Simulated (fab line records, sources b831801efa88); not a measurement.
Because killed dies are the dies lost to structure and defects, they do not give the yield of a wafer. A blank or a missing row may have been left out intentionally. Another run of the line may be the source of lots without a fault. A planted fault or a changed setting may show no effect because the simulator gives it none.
Matching of chambers	flow gf180mcu	GF_STI_CMP_25 on cmp-02 has 4 sister chambers
The step polishes, stops on Si3N4, t overpolish 33 s, target thk 524.6 nm. 7 wafers are shown with their chamber, then 7 later ones without.

== WAFERS, EACH WITH ITS CHAMBER ==
wafer	chamber	motor_current_A (A)	time_to_endpoint_s (s)
L506.1	2	11.3	128
L506.3	1	11.9	124
L508.1	3	12.9	122
L508.2	0	11.5	123
L508.6	1	11.5	123
L509.1	2	10.8	130
L509.3	3	13.5	124

== WAFERS WITH NO CHAMBER GIVEN ==
wafer	motor_current_A (A)	time_to_endpoint_s (s)
L509.4	12.3	125
L514.1	11.5	122
L514.5	11.3	128
L514.6	11.5	123
L524.4	11.1	129
L524.5	11.5	129
L524.6	13.2	126

== EACH ONE'S CHAMBER ==
wafer	from the rows above	in truth
L509.4	can't be placed: 1 or 0 or 3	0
L514.1	can't be placed: 0 or 1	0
L514.5	2	2
L514.6	can't be placed: 0 or 1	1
L524.4	2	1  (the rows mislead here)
L524.5	2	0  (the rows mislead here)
L524.6	3	3
Correctly placed: 2 of 7. Can't be placed from these rows: 3 (the true chamber is among the candidates in 3). 2 placed wrongly.
How it was worked out, from the rows above alone: a wafer's distance from a chamber is the root of the sum, over the readings, of the square of ((its reading less the chamber's mean) divided by the reading's scatter). If the next closest chamber is less than 2 further off than the closest, the wafer can't be placed; otherwise it belongs to the closest. Each chamber's mean is taken over the wafers shown for it. How the scatter is found: for the shown wafers, subtract from each reading the mean of its chamber, square and add these, divide the total by (wafers less chambers), then take the root.
